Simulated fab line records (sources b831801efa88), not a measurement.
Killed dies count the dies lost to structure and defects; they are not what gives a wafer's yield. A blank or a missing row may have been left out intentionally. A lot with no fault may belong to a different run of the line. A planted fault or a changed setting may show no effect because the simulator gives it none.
Which tool was responsible? + flow gf180mcu + 6 lots, 17 wafers sampled, at 3 steps of a route of 602

WHAT THE GAUGES READ, wafer by wafer
GF_CONTACT_RS_MEAS_25: the measuring method here is four-point-probe.
| lot  | measured     | on            | CONTACT_W_RS (ohm/sq)   |
|------|--------------|---------------|-------------------------|
| L765 | day 17 11:12 | film metro-04 | 0.375 0.377 0.382       |
| L768 | day 18 10:55 | film metro-03 | 0.381 0.380 0.385       |
| L770 | day 19 08:34 | film metro-04 | 0.381 0.381 0.379       |
| L775 | day 20 22:14 | film metro-04 | 0.377 0.801 0.376 0.800 |
| L782 | day 23 11:43 | film metro-03 | 0.378 0.371 0.373       |
| L785 | day 24 08:29 | film metro-03 | 0.371 0.376 0.376       |

WHAT TOOL EACH LOT RAN ON (gives the tool, then ch and the chambers of the sampled wafers, and finally the start)
| lot  | GF_SALICIDE_SPUTTER_02       | GF_CONTACT_CVD_24             |
|------|------------------------------|-------------------------------|
| L765 | pvd sputter-02, day 16 10:46 | cvd w-02 ch 0,1, day 17 11:06 |
| L768 | pvd sputter-01, day 17 09:30 | cvd w-02 ch 1, day 18 10:47   |
| L770 | pvd sputter-03, day 18 06:28 | cvd w-01 ch 0,1, day 19 08:28 |
| L775 | pvd sputter-02, day 19 19:36 | cvd w-02 ch 0,1, day 20 22:08 |
| L782 | pvd sputter-03, day 22 10:35 | cvd w-02 ch 0, day 23 11:35   |
| L785 | pvd sputter-03, day 23 07:44 | cvd w-02 ch 0,1, day 24 08:22 |
- GF_SALICIDE_SPUTTER_02: material Co, target thk 10 nm, time 20 s.
- GF_CONTACT_CVD_24: deposits W, target thk 300 nm, time 90.339 s.

THE ANSWER, worked out from the rows above alone
Rule: the lots themselves supply what counts as usual. Put in order of their means at a reading, lots are off if they are a third of the lots or fewer, leave a main group of 4 or more, and stand apart from it by a gap of 3 or more times the standard deviation of the main group's means; of several such gaps the widest counts. A main group is skipped when, at the precision printed for the reading in the tables above, its means are all equal. Also off: a lot with no number at a reading for which 4 or more lots have one. Where the step has rows for the other lots, those lots are counted as sound.
Off: L775, at GF_CONTACT_RS_MEAS_25 (CONTACT_W_RS). For the main group the mean is 0.378 ohm/sq and the standard deviation 0.0032.
If a tool, at a process step before that reading, ran all the lots that are off and no sound lot after the first of them, it fits. Those tools and the gauges at GF_CONTACT_RS_MEAS_25 are tried in the same way. 2 tools fit, pvd sputter-02 at GF_SALICIDE_SPUTTER_02 and film metro-04 at GF_CONTACT_RS_MEAS_25, so this cannot tell which one it is.

WHAT THE SIMULATOR PUT IN
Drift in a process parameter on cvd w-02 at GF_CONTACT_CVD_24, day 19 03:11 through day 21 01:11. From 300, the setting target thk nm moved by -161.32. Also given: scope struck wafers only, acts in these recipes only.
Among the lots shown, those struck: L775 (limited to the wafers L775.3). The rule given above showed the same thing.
